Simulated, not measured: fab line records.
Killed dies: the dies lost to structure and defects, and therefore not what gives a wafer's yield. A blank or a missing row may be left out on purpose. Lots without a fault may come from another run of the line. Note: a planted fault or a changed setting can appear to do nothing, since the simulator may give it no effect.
Comparing a struck lot with a sound one -- flow sky130 -- 15 steps out of a route of 708
Sound: wafers L757.1, L757.2, L757.3. Struck: wafer L758.5. The cause is named last.
Order at every step that has rows: each side's tool, ch and its chambers, its first start. Under that, the readings that differ: sound wafers -- struck wafers -- difference of the means -- sigmas: that difference in standard deviations of wafers without a fault.
alike: words and numbers the same on both sides, and readings whose means are apart by under 2 such deviations; not compared: readings that were withheld, readings missing a value for some wafer, numbers with overlapping values and no deviation given by the record, and bounds like >300 which may hide the same value.
Wherever a step has rows on one side only, a row that says differs or no value, or a row with sigmas, the two part there. Numbers that have no deviation but don't overlap get no sigmas and don't part them. A reading missing from all wafers of one side parts the sides only when that side holds two or more wafers.

first, 1 step without rows for these wafers: SKY_VIA4_DEVELOP_10 (develop time 60 s).
SKY_VIA4_OVL_MEAS_11:
  sound on overlay-01, day 43 10:52; struck on overlay-01, day 44 01:58
  alike: VIA4_OVL
SKY_VIA4_ETCH_12: etches SiO2 in C4F8/O2/Ar, stops on TiN, target depth 580 nm.
  sound on rie-diel-04 ch 0,1,3, day 43 10:54; struck on rie-diel-04 ch 3, day 44 02:01
  alike: chamber-pressure-mTorr, oes-product-au
SKY_VIA4_STRIP_13: strips in O2/N2.
  sound on plasma-asher-02 ch 0,1, day 43 10:58; struck on plasma-asher-01 ch 0, day 44 02:07
  alike: chamber-pressure-mTorr, drypump-motor-current-A, oes-product-au, strip-time-to-endpoint-s
  not compared: rf-hours-counter-h
then, 4 steps without rows for these wafers: SKY_VIA4_STRIP_14 (strips in post etch residue remover, time 1200 s); SKY_VIA4_CLEAN_15 (cleans in IPA, time 180 s); SKY_VIA4_CLEAN_16 (cleans in O3/DIW); SKY_VIA4_SPUTTER_17 (material TiN, target thk 20 nm, time 80 s).
SKY_VIA4_CVD_18: deposits W, target thk 505 nm, time 152.14 s.
  sound on cvd-w-01 ch 0,1, day 43 11:52; struck on cvd-w-02 ch 0, day 44 02:48
  alike: heater-power-w
SKY_VIA4_RS_MEAS_19: measures by four-point-probe.
  sound on film-metro-02, day 43 12:01; struck on film-metro-03, day 44 02:56
  alike: VIA4_W_RS
SKY_VIA4_THK_MEAS_20: measures by xrf.
  sound on film-metro-02, day 43 12:08; struck on film-metro-03, day 44 03:01
  alike: VIA4_W_THK
SKY_VIA4_CMP_21: polishes, stops on SiO2, t overpolish 25 s, target thk 0 nm.
  sound on cmp-02 ch 0,2,3, day 43 12:12; struck on cmp-01 ch 1, day 44 03:17
  alike: motor-current-A, overpolish-run-s, time-to-endpoint-s
SKY_METAL5_SPUTTER_00: material Ti, target thk 15 nm, time 10 s.
  sound on pvd-sputter-03, day 43 12:30; struck on pvd-sputter-03, day 44 03:20
reading,sound,struck,difference,sigmas
chamber-pressure-pa (Pa),0.4008 0.3995 0.3991,0.4340,+0.0342,+42
throttle-valve-pct (%),30.9 29.8 31.5,28.3,-2.4,-2
  alike: cathode-dc-power-W
SKY_METAL5_SPUTTER_01: material TiN, target thk 20 nm, time 16.7 s.
  sound on pvd-sputter-03, day 43 12:32; struck on pvd-sputter-03, day 44 03:22
reading,sound,struck,difference,sigmas
cathode-dc-power-W (W),6500.7 6499.2 6501.1,6496.9,-3.4,-3
  alike: chamber-pressure-pa, throttle-valve-pct
-- the record jumps here: 3 days lie between the struck wafers' starts before and after (it left off in module METAL5 and takes up again in module PAD_OPEN, whose first step shown is number 708 of the route) --
SKY_PAD_OPEN_PROBE_99:
  sound on prober-01, day 46 09:35; struck on prober-02, day 46 23:07
reading,sound,struck,difference,sigmas
killed-at-contacts,19 13 23,31,+13,+2
killed-at-front-end,15 27 13,6,-12,-3
sort_bin_3_pad_short (%),0.6 0.4 1.0,1.8,+1.1,+3
  alike: defect-limited-yield, killed_at_M0_to_M3, killed_at_M4_up, killed-at-other, killed-dies, killed-open, killed-short, sort_bin_5_function, sort_bin_6_memory, sort-n-pass, sort-yield-pct

## WHERE THEY PART
First at SKY_METAL5_SPUTTER_00; last, within this record, at SKY_PAD_OPEN_PROBE_99.

WHY: what had been put in by the simulator
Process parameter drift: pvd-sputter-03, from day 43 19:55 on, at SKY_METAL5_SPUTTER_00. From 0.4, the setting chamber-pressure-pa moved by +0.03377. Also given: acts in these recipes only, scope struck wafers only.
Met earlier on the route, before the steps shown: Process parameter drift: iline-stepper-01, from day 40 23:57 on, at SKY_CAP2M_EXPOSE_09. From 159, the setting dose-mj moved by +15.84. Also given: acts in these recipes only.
